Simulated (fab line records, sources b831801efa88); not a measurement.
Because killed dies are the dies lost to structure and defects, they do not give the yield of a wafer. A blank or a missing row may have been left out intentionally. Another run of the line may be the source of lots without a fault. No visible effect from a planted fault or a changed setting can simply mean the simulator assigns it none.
What tool caused it?	flow sky130	10 lots, 30 wafers sampled, at 2 steps of a route of 708

WHAT THE GAUGES READ, wafer by wafer
SKY_VIA1_BOW_MEAS_03. Usual: VIA1_BOW typically reads 80 um, with standard deviation 7.3.
lot	measured	on	VIA1_BOW (um)	flag
L893	day 32 20:20	film-metro-01	75 75 74	
L900	day 36 02:00	film-metro-03	85 75 82	
L903	day 36 04:23	film-metro-01	80 93 88	
L902	day 36 06:07	film-metro-03	85 79 82	
L906	day 37 07:44	film-metro-01	66 76 69	
L908	day 37 22:37	film-metro-01	92 78 75	
L909	day 38 03:16	film-metro-03	70 78 77	
L913	day 39 09:19	film-metro-01	72 76 65	
L914	day 39 20:44	film-metro-01	77 80 81	
L916	day 40 02:40	film-metro-03	90 89 71	

WHAT TOOL EACH LOT RAN ON (gives the tool, then ch and the chambers of the sampled wafers, and finally the start)
lot	SKY_LI_CONTACT_SPUTTER_19
L893	pvd-sputter-01, day 29 01:59
L900	pvd-sputter-01, day 32 12:27
L903	pvd-sputter-01, day 32 14:23
L902	pvd-sputter-02, day 32 15:00
L906	pvd-sputter-01, day 33 17:42
L908	pvd-sputter-01, day 34 09:26
L909	pvd-sputter-01, day 34 13:50
L913	pvd-sputter-02, day 35 22:59
L914	pvd-sputter-02, day 36 10:32
L916	pvd-sputter-02, day 36 16:23
- SKY_LI_CONTACT_SPUTTER_19: material Ti, target thk 20 nm, time 106.37 s.

AS READ BY THE TOOLS THEMSELVES (means over the sampled wafers that have a number; for cases with no such wafer, the mark the record gives instead)
SKY_LI_CONTACT_SPUTTER_19. Usual: cathode-dc-power-W 2499.9 W, standard deviation 0.46; throttle-valve-pct 30.0 %, standard deviation 1.1.
lot	tool	cathode-dc-power-W (W)	throttle-valve-pct (%)	flag
L893	pvd-sputter-01	2500.4	30.5	
L900	pvd-sputter-01	2500.2	31.2	
L903	pvd-sputter-01	2500.0	31.2	
L902	pvd-sputter-02	2499.5	29.2	
L906	pvd-sputter-01	2499.7	30.8	
L908	pvd-sputter-01	2499.9	30.7	
L909	pvd-sputter-01	2499.8	30.7	
L913	pvd-sputter-02	2500.4	29.5	
L914	pvd-sputter-02	2500.0	29.9	
L916	pvd-sputter-02	2499.7	29.0	

THE ANSWER, worked out from the rows above alone
Rule: lot off if the mean of its wafers having a number is beyond 3 standard deviations from the usual mean. Also off: a lot with no number at a reading for which 4 or more lots have one. All remaining lots with rows at the step are treated as sound. Order of review: gauges by route order, followed by the tools' own readings, for which a lot's mean as printed above is used. The first step at which some lot is off is used, and at that step the reading that is off furthest; a lot without a number counts as furthest.
Across all readings shown, no lot is off: no conclusion can be drawn from this.

WHAT HAD BEEN PUT IN BY THE SIMULATOR
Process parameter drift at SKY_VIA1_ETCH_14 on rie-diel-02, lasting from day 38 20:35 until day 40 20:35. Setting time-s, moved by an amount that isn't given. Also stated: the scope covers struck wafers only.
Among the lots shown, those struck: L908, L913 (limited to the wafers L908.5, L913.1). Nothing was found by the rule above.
